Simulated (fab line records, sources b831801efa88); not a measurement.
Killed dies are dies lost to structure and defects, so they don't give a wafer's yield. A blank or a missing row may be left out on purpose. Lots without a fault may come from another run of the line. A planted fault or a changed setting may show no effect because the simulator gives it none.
Which tool did it? | flow gf180mcu | 11 lots, 33 wafers sampled, at 2 steps of a route of 602

WHAT THE GAUGES READ, wafer by wafer
GF_VT_IMPLANT_TW_MEAS_21.
lot  | measured     | on            | VT_IMPLANT_2_TW
L552 | day 6 07:27  | film_metro-01 | 1188 1185 1188
L553 | day 6 12:13  | film_metro-02 | 1230 1227 1230
L562 | day 8 21:42  | film_metro-04 | 1104 1098 1205
L563 | day 9 07:17  | film_metro-04 | 1226 1227 1216
L565 | day 9 18:12  | film_metro-01 | 1194 1199 1198
L567 | day 10 09:41 | film_metro-02 | 1234 1231 1229
L569 | day 10 20:59 | film_metro-01 | 1193 1192 1194
L572 | day 11 16:44 | film_metro-01 | 1197 1198 1199
L573 | day 11 22:22 | film_metro-04 | 1217 1221 1222
L574 | day 12 03:51 | film_metro-01 | 1190 1186 1190
L575 | day 12 10:35 | film_metro-04 | 1224 1221 1223

WHICH TOOL RAN EACH LOT (tool, then ch and the chambers of the sampled wafers, then the start)
lot  | GF_VT_IMPLANT_IMPLANT_19
L552 | implanter-04 ch 0, day 6 07:14
L553 | implanter-01 ch 0, day 6 11:58
L562 | implanter-04 ch 0, day 8 21:29
L563 | implanter-03 ch 0, day 9 07:03
L565 | implanter-01 ch 0, day 9 17:59
L567 | implanter-01 ch 0, day 10 09:27
L569 | implanter-01 ch 0, day 10 20:45
L572 | implanter-01 ch 0, day 11 16:31
L573 | implanter-04 ch 0, day 11 22:07
L574 | implanter-01 ch 0, day 12 03:38
L575 | implanter-03 ch 0, day 12 10:20
- GF_VT_IMPLANT_IMPLANT_19

THE ANSWER, worked out from the rows above alone
Rule: what is usual is taken from the lots themselves. Put in order of their means at a reading, lots are off if they are a third of the lots or fewer, leave a main group of 4 or more, and stand apart from it by a gap of 3 or more times the standard deviation of the main group's means; of several such gaps the widest counts. A main group whose means are all the same, to the digits that the tables above print for the reading, isn't used. A lot without any number at a reading at which 4 lots or more have one is off too. The other lots that the step has rows for count as sound.
Off: L562, at GF_VT_IMPLANT_TW_MEAS_21 (VT_IMPLANT_2_TW). The main group: mean 1209, standard deviation 17.
A tool fits if, at a process step before that reading, it ran every lot that is off, and no sound lot after the first of them. The gauges at GF_VT_IMPLANT_TW_MEAS_21 are tried like those tools. None of those tried fits.

WHAT THE SIMULATOR HAD PUT IN
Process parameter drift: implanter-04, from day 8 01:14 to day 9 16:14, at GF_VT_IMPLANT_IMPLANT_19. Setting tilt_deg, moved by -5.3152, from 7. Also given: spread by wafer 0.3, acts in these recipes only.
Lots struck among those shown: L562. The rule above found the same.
